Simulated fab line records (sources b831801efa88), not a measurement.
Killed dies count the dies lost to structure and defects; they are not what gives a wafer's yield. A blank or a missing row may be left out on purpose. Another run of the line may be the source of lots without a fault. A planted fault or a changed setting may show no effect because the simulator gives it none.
What tool caused it? || flow sky130 || 13 lots, 39 wafers sampled, at 2 steps of a route of 708

## WHAT THE GAUGES SHOWED, per wafer
SKY_VT_ADJUST_LVTN_TW_MEAS_21. Usual: VT_ADJUST_LVTN_2_TW 188.0, standard deviation 1.8.
{"lot": "L591", "measured": "day 7 19:29", "on": "filmMetro-02", "VT_ADJUST_LVTN_2_TW": "189.7 188.8 190.4", "flag": ""}
{"lot": "L592", "measured": "day 8 02:50", "on": "filmMetro-03", "VT_ADJUST_LVTN_2_TW": "189.6 187.8 188.8", "flag": ""}
{"lot": "L595", "measured": "day 9 13:57", "on": "filmMetro-01", "VT_ADJUST_LVTN_2_TW": "185.6 185.0 185.3", "flag": ""}
{"lot": "L596", "measured": "day 9 19:11", "on": "filmMetro-03", "VT_ADJUST_LVTN_2_TW": "190.2 189.3 188.1", "flag": ""}
{"lot": "L597", "measured": "day 9 19:50", "on": "filmMetro-03", "VT_ADJUST_LVTN_2_TW": "189.3 188.7 190.2", "flag": ""}
{"lot": "L601", "measured": "day 10 22:02", "on": "filmMetro-01", "VT_ADJUST_LVTN_2_TW": "186.4 186.7 186.5", "flag": ""}
{"lot": "L604", "measured": "day 11 15:11", "on": "filmMetro-02", "VT_ADJUST_LVTN_2_TW": "189.4 189.2 189.5", "flag": ""}
{"lot": "L605", "measured": "day 11 18:22", "on": "filmMetro-03", "VT_ADJUST_LVTN_2_TW": "188.4 188.8 187.7", "flag": ""}
{"lot": "L607", "measured": "day 12 07:11", "on": "filmMetro-02", "VT_ADJUST_LVTN_2_TW": "189.4 189.0 189.3", "flag": ""}
{"lot": "L610", "measured": "day 13 01:51", "on": "filmMetro-01", "VT_ADJUST_LVTN_2_TW": "186.3 186.9 186.1", "flag": ""}
{"lot": "L611", "measured": "day 13 13:25", "on": "filmMetro-01", "VT_ADJUST_LVTN_2_TW": "185.9 187.3 186.2", "flag": ""}
{"lot": "L612", "measured": "day 13 23:31", "on": "filmMetro-01", "VT_ADJUST_LVTN_2_TW": "187.0 186.7 187.1", "flag": ""}
{"lot": "L613", "measured": "day 14 05:31", "on": "filmMetro-02", "VT_ADJUST_LVTN_2_TW": "190.3 190.4 189.6", "flag": ""}

SKY_POLY_GATE_THK_MEAS_21. Usual: POLY_GATE_OXIDATION_THK 3.98 nm, standard deviation 0.096.
{"lot": "L591", "measured": "day 17 21:15", "on": "filmMetro-03", "POLY_GATE_OXIDATION_THK (nm)": "3.89 4.11 3.95", "flag": ""}
{"lot": "L592", "measured": "day 17 18:44", "on": "filmMetro-03", "POLY_GATE_OXIDATION_THK (nm)": "3.97 3.95 3.97", "flag": ""}
{"lot": "L595", "measured": "day 18 15:10", "on": "filmMetro-04", "POLY_GATE_OXIDATION_THK (nm)": "3.80 3.86 3.87", "flag": ""}
{"lot": "L596", "measured": "day 19 02:47", "on": "filmMetro-01", "POLY_GATE_OXIDATION_THK (nm)": "3.93 4.00 3.94", "flag": ""}
{"lot": "L597", "measured": "day 19 07:28", "on": "filmMetro-01", "POLY_GATE_OXIDATION_THK (nm)": "4.05 4.00 3.99", "flag": ""}
{"lot": "L601", "measured": "day 20 17:08", "on": "filmMetro-03", "POLY_GATE_OXIDATION_THK (nm)": "3.89 3.98 4.00", "flag": ""}
{"lot": "L604", "measured": "day 21 10:53", "on": "filmMetro-04", "POLY_GATE_OXIDATION_THK (nm)": "3.93 3.84 3.86", "flag": ""}
{"lot": "L605", "measured": "day 21 17:07", "on": "filmMetro-03", "POLY_GATE_OXIDATION_THK (nm)": "4.02 4.10 4.00", "flag": ""}
{"lot": "L607", "measured": "day 22 05:32", "on": "filmMetro-01", "POLY_GATE_OXIDATION_THK (nm)": "4.07 4.04 3.91", "flag": ""}
{"lot": "L610", "measured": "day 23 10:55", "on": "filmMetro-03", "POLY_GATE_OXIDATION_THK (nm)": "3.79 3.85 3.89", "flag": ""}
{"lot": "L611", "measured": "day 23 22:46", "on": "filmMetro-01", "POLY_GATE_OXIDATION_THK (nm)": "4.14 4.22 4.11", "flag": ""}
{"lot": "L612", "measured": "day 24 12:16", "on": "filmMetro-04", "POLY_GATE_OXIDATION_THK (nm)": "4.15 4.21 4.09", "flag": ""}
{"lot": "L613", "measured": "day 24 17:20", "on": "filmMetro-04", "POLY_GATE_OXIDATION_THK (nm)": "4.17 4.08 4.11", "flag": ""}

## TOOL THAT RAN EACH LOT (tool first, then ch and the chambers of the sampled wafers, then the start)
Before these readings, the record contains no process step.

## WHAT THE TOOLS THEMSELVES READ (means of the sampled wafers that have a number; where no wafer has one, the mark that the record gives instead)
The record holds no such reading with a usual standard deviation.

## THE ANSWER, worked out from the rows above alone
Rule: a lot is off if the mean of its wafers that have a number lies more than 3 standard deviations from the usual mean. Also off: a lot with no number at a reading for which 4 or more lots have one. The other lots that the step has rows for count as sound. After the gauges, taken in route order, come the tools' own readings; for these a lot's mean is taken, as printed above. The first step at which some lot is off is used, and at that step the reading that is off furthest; a lot without a number counts as furthest.
Across all readings shown, no lot is off: no conclusion can be drawn from this.

## WHAT THE SIMULATOR HAD PUT IN
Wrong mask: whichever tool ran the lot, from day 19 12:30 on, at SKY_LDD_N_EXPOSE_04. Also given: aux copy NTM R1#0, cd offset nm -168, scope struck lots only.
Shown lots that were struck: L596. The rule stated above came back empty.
